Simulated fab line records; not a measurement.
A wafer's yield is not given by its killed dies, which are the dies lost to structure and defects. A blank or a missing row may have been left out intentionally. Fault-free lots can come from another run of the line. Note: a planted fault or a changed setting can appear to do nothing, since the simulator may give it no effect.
A struck lot beside a sound one | flow sky130 | 15 out of 708 route steps
Sound: the wafers L624.2, L624.3, L624.5. Wafers L628.3, L628.5, L628.6 were the ones struck. At the end, the cause is stated.
At each step with rows: each side's tool, then ch and its chambers, then its first start. Under that, the readings that differ: sound wafers | struck wafers | difference of the means | sigmas: that difference in standard deviations of wafers without a fault.
alike: words and numbers the same on both sides, and readings whose means are apart by under 2 such deviations; not compared: readings that were withheld, readings missing a value for some wafer, numbers with overlapping values and no deviation given by the record, and bounds like >300 which may hide the same value.
A row with sigmas, a row that says differs or no value, or rows on one side alone: a step with any of these is where the two part. Numbers that don't overlap but have no deviation are shown without sigmas and don't part them. Lack of a reading on every wafer of one side parts them only where that side has two or more wafers.

SKY_POLY_GATE_THK_MEAS_21:
  struck on film-metro-02, day 18 14:59; sound on film-metro-04, day 16 22:59
  alike: POLY_GATE_OXIDATION_THK
SKY_POLY_GATE_CD_MEAS_22:
  struck on cd-sem-01, day 18 15:05; sound on cd-sem-01, day 16 23:04
  reading    | sound             | struck            | difference | sigmas
  cd-nm (nm) | 154.3 152.4 152.2 | 147.7 146.8 144.9 | -6.5       | -3
then, 7 steps without rows for these wafers: SKY_LDD_N_DEHYDRATE_00 (time 60 s); SKY_LDD_N_HMDS_01 (prime time 60 s); SKY_LDD_N_COAT_02 (resist thk 300 nm); SKY_LDD_N_SOFTBAKE_03 (time 60 s); SKY_LDD_N_EXPOSE_04 (exposes mask NTM, target cd 840 nm); SKY_LDD_N_PEB_05; SKY_LDD_N_DEVELOP_06 (develop time 60 s).
SKY_LDD_N_OVL_MEAS_07:
  struck on overlay-01, day 19 21:59; sound on overlay-02, day 18 03:19
  alike: LDD_N_OVL
then, 2 steps without rows for these wafers: SKY_LDD_N_IMPLANT_08; SKY_LDD_N_IMPLANT_09.
SKY_LDD_N_IMPLANT_10:
  sound on implanter-04 ch 0, day 18 03:40; struck on implanter-01 ch 0, day 19 22:21
  reading            | sound                         | struck                        | difference | sigmas
  dose-ions-cm2      | 7.497e+13 7.492e+13 7.507e+13 | 6.765e+13 6.753e+13 6.757e+13 | -7.403e+12 | -91
  faraday-current-uA | 422 423 407                   | 368 373 384                   | -42        | -5
following that, these wafers have no rows for 1 step: SKY_LDD_N_IMPLANT_11.
-- here the record skips 27 days between the struck wafers' starts before and after, leaving off in module LDD_N and picking up in module PAD_OPEN (first step shown: number 708 of the route) --
SKY_PAD_OPEN_PROBE_99:
  struck on prober-02, day 47 07:00; sound on prober-02, day 46 05:50
  reading                     | sound | struck      | difference | sigmas
  model.etest.tip-n.rs-ohm-sq | 446.1 | 455.2 452.3 | +7.6       |

== WHERE THEY PART ==
Earliest at SKY_POLY_GATE_CD_MEAS_22; latest, in this record, at SKY_LDD_N_IMPLANT_10.

WHY: what had been put in by the simulator
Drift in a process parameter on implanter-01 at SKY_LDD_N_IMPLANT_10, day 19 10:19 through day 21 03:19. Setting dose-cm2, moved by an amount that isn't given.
